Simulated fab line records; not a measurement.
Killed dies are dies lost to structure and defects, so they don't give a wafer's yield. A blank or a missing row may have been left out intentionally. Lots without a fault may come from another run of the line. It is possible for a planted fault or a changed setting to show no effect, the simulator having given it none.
Struck lot and sound lot, side by side	flow sky130	35 out of 708 route steps
Sound: the wafers L186.1, L186.3, L186.5. Struck: wafers L185.1, L185.5 (left out: L185.4, a lot-mate that was not struck); the cause follows at the end.
For every step that has rows: the tool of each side, followed by ch and its chambers, followed by its first start. Under that, the readings that differ: sound wafers	struck wafers	difference of the means	sigmas: that difference in standard deviations of wafers without a fault.
alike: readings whose means differ by less than 2 such deviations, and words and numbers that are the same on both sides. not compared: withheld readings, readings that some wafer has no value for, bounds like >300 that may hide the same value, and numbers for which the record gives no deviation and whose values overlap.
Wherever a step has rows on one side only, a row that says differs or no value, or a row with sigmas, the two part there. When numbers do not overlap yet have no deviation, they are printed without sigmas and do not part them. Lack of a reading on every wafer of one side parts them only where that side has two or more wafers.

first, 9 steps without rows for these wafers: SKY_METAL2_DEVELOP_14 (develop time 60 s); SKY_METAL2_DESCUM_17 (chemistry O2, time 8 s); SKY_METAL2_ETCH_18 (etches BARC in N2/H2, stops on SiO2, time 45.9 s, target depth 60 nm); SKY_METAL2_METAL_ETCH_19 (etches the open film in Cl2/BCl3, stops on SiO2, target depth 360 nm, time 78 s); SKY_METAL2_STRIP_20 (strips in O2/N2); SKY_METAL2_STRIP_21 (strips in post etch residue remover, time 1200 s); SKY_METAL2_CLEAN_22 (cleans in IPA, time 180 s); SKY_METAL2_CLEAN_23 (cleans in O3/DIW); SKY_VIA2_HDPCVD_00 (deposits SiO2, target thk 1180 nm, time 196.7 s).
SKY_VIA2_CMP_02: polishes SiO2.
  sound on cmp-01 ch 1,2, day 42 04:45; struck on cmp-02 ch 1,3, day 41 18:59
reading	sound	struck	difference	sigmas
model.SiO2_of_VIA2_HDPCVD_00.thk-nm (nm)	495 494.8 495.2	738.5 736.9	+242.7	
  alike: edge-zone-pressure-frac, motor-current-A
SKY_VIA2_BOW_MEAS_03:
  sound on film-metro-04, day 42 05:00; struck on film-metro-03, day 41 19:42
reading	sound	struck	difference	sigmas
VIA2_BOW (um)	81 74 80	- -	no value on the struck wafers	
  not compared: hold
then, 8 steps without rows for these wafers: SKY_VIA2_HMDS_05 (prime time 60 s); SKY_VIA2_COAT_06 (resist thk 60 nm); SKY_VIA2_COAT_07 (resist thk 450 nm); SKY_VIA2_SOFTBAKE_08 (time 90 s); SKY_VIA2_EXPOSE_09 (exposes mask VIM2, target cd 200 nm); SKY_VIA2_PEB_10; SKY_VIA2_DEVELOP_11 (develop time 60 s); SKY_VIA2_ETCH_14 (etches BARC in N2/H2, stops on SiO2, time 45.9 s, target depth 60 nm).
SKY_VIA2_ETCH_15: etches SiO2 in C4F8/O2/Ar, stops on TiN, target depth 546 nm, time 84 s.
  sound on rie-diel-04 ch 1,2,3, day 43 04:05; struck on rie-diel-01 ch 3, day 42 19:04
reading	sound	struck	difference	sigmas
oes-product-au (a.u.)	0.943 0.944 0.943	1.011 1.013	+0.069	+16
model.etch.depth-nm (nm)	495 494.8 495.2	555.6 553.2	+59.4	
model.VIA2.feature-depth-nm (nm)	495 494.8 495.2	555.6 553.2	+59.4	
  alike: rf-fwd-power-W
then, 13 steps without rows for these wafers: SKY_VIA2_STRIP_16 (strips in O2/N2); SKY_VIA2_STRIP_17 (strips in post etch residue remover, time 1200 s); SKY_VIA2_CLEAN_18 (cleans in IPA, time 180 s); SKY_VIA2_CLEAN_19 (cleans in O3/DIW); SKY_VIA2_SPUTTER_20 (material TiN, target thk 20 nm, time 80 s); SKY_VIA2_CVD_21 (deposits W, target thk 420 nm, time 126.4 s); SKY_VIA2_CMP_24 (polishes, stops on SiO2, t overpolish 20 s, target thk 0 nm); SKY_METAL3_SPUTTER_00 (material Ti, target thk 15 nm, time 10 s); SKY_METAL3_SPUTTER_01 (material TiN, target thk 20 nm, time 16.7 s); SKY_METAL3_SPUTTER_02 (material AlCu, target thk 735 nm, time 39.1 s); SKY_METAL3_SPUTTER_03 (material Ti, target thk 5 nm, time 3.3 s); SKY_METAL3_SPUTTER_04 (material TiN, target thk 70 nm, time 58.3 s); SKY_CAPM_CVD_00 (deposits SiO2, target thk 15.5 nm).
SKY_METAL3_METAL_ETCH_18: etches the open film in Cl2/BCl3, stops on SiO2, target depth 845 nm, time 183.1 s.
  sound on rie-metal-04 ch 1, day 45 02:46; struck on rie-metal-04 ch 0, day 44 18:59
reading	sound	struck	difference	sigmas
model.SiO2_of_VIA2_HDPCVD_00.thk-nm (nm)	465.2 464.7 465.2	709.2 707.6	+243.4	
  alike: drypump-motor-current-A, oes-product-au, rf-fwd-power-W, throttle-valve-pct
  not compared: rf-hours-counter-h
-- the record jumps here: 6 days lie between the struck wafers' starts before and after (it left off in module METAL3 and takes up again in module PAD_OPEN, whose first step shown is number 708 of the route) --
SKY_PAD_OPEN_PROBE_99:
  sound on prober-02, day 51 00:42; struck on prober-01, day 50 17:36
reading	sound	struck	difference	sigmas
killed-at-front-end	7 14 14	17 24	+9	+2
model.etest.tester.sort-n-pass	416 393 407	0 0	-405	
model.etest.tester.sort-yield-pct (%)	84.55 79.88 82.72	0 0	-82	
model.etest.tester.sort_bin_5_pct (%)	9.553 12.6 10.37	92.28 92.89	+81.74	
model.etest.res-pdiff.open	0 0 0	1 1	+1	
model.etest.field-p.open	0 0 0	1 1	+1	
model.etest.cap-li-to-poly.open	0 0 0	1 1	+1	
model.etest.res-pwell-under-gate.open	0 0 0	1 1	+1	
model.etest.sram-nfet-pass.under-floor	0 0 0	1 1	+1	
  alike: defect-limited-yield, killed_at_M0_to_M3, killed_at_M4_up, killed-at-contacts, killed-at-other, killed-dies, killed-open, killed-short

## WHERE THEY PART
At SKY_VIA2_BOW_MEAS_03 first; at SKY_PAD_OPEN_PROBE_99 last (within this record only).

WHY: whatever the simulator had introduced
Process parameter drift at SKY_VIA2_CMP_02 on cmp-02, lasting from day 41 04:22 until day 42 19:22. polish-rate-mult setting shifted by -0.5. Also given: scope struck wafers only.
